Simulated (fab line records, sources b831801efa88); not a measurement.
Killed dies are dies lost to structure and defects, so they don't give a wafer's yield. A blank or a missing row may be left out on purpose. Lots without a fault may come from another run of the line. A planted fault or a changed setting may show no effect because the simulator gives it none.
Chamber matching | flow sky130 | SKY_METAL4_ETCH_17 on rie_diel-03: 4 sister chambers
The step etches SiO2 in C4F8/O2/Ar, stops on TiN, time 3.9 s, target depth 15 nm. 14 wafers are shown with their chamber, then 7 later ones without.

WAFERS WITH THEIR CHAMBER
wafer  | chamber | oes_product_au (a.u.) | chamber_pressure_mTorr (mTorr)
L078.1 | 0       | 0.764                 | 39.96
L078.2 | 2       | 0.746                 | 40.00
L078.4 | 2       | 0.760                 | 39.97
L079.1 | 0       | 0.751                 | 39.98
L079.4 | 0       | 0.749                 | 40.00
L079.5 | 0       | 0.762                 | 40.02
L080.1 | 0       | 0.744                 | 39.94
L080.2 | 2       | 0.758                 | 40.02
L080.5 | 1       | 0.756                 | 39.95
L082.1 | 0       | 0.752                 | 40.04
L082.2 | 1       | 0.749                 | 40.02
L082.4 | 3       | 0.763                 | 39.99
L089.3 | 1       | 0.747                 | 40.00
L089.5 | 2       | 0.759                 | 39.97

SIGNATURES (means of the wafers above)
reading                | chamber 0 | chamber 1 | chamber 2 | chamber 3 | scatter within a chamber
oes_product_au         | 0.75367   | 0.75067   | 0.75575   | 0.76300   | 0.00689
chamber_pressure_mTorr | 39.9900   | 39.9900   | 39.9900   | 39.9900   | 0.0338
Rule: a wafer's distance from a chamber is the root of the sum, over the readings, of the square of ((its reading less the chamber's mean) divided by the reading's scatter). The wafer belongs to the nearest chamber; if the next one is less than 2 further off, it can't be placed. The scatter: the root of (the sum of the squares of (reading less its chamber's mean) over the shown wafers, divided by (wafers less chambers)).

WAFERS WITHOUT THEIR CHAMBER
wafer  | oes_product_au (a.u.) | chamber_pressure_mTorr (mTorr)
L089.6 | 0.757                 | 40.00
L091.1 | 0.750                 | 40.02
L091.3 | 0.751                 | 39.99
L091.6 | 0.757                 | 40.02
L094.1 | 0.741                 | 39.95
L094.3 | 0.746                 | 39.95
L094.6 | 0.755                 | 40.00

WHICH CHAMBER EACH WENT THROUGH
wafer  | from the rows above               | in truth
L089.6 | can't be placed: 2 or 0 or 3 or 1 | 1
L091.1 | can't be placed: 1 or 0 or 2 or 3 | 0
L091.3 | can't be placed: 1 or 0 or 2 or 3 | 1
L091.6 | can't be placed: 2 or 0 or 3 or 1 | 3
L094.1 | can't be placed: 1 or 0 or 2 or 3 | 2
L094.3 | can't be placed: 1 or 0 or 2 or 3 | 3
L094.6 | can't be placed: 2 or 0 or 1 or 3 | 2
Placed correctly: 0 of 7. Can't be placed from these rows: 7 (the true chamber is among the candidates in 7). Placed wrongly: 0.
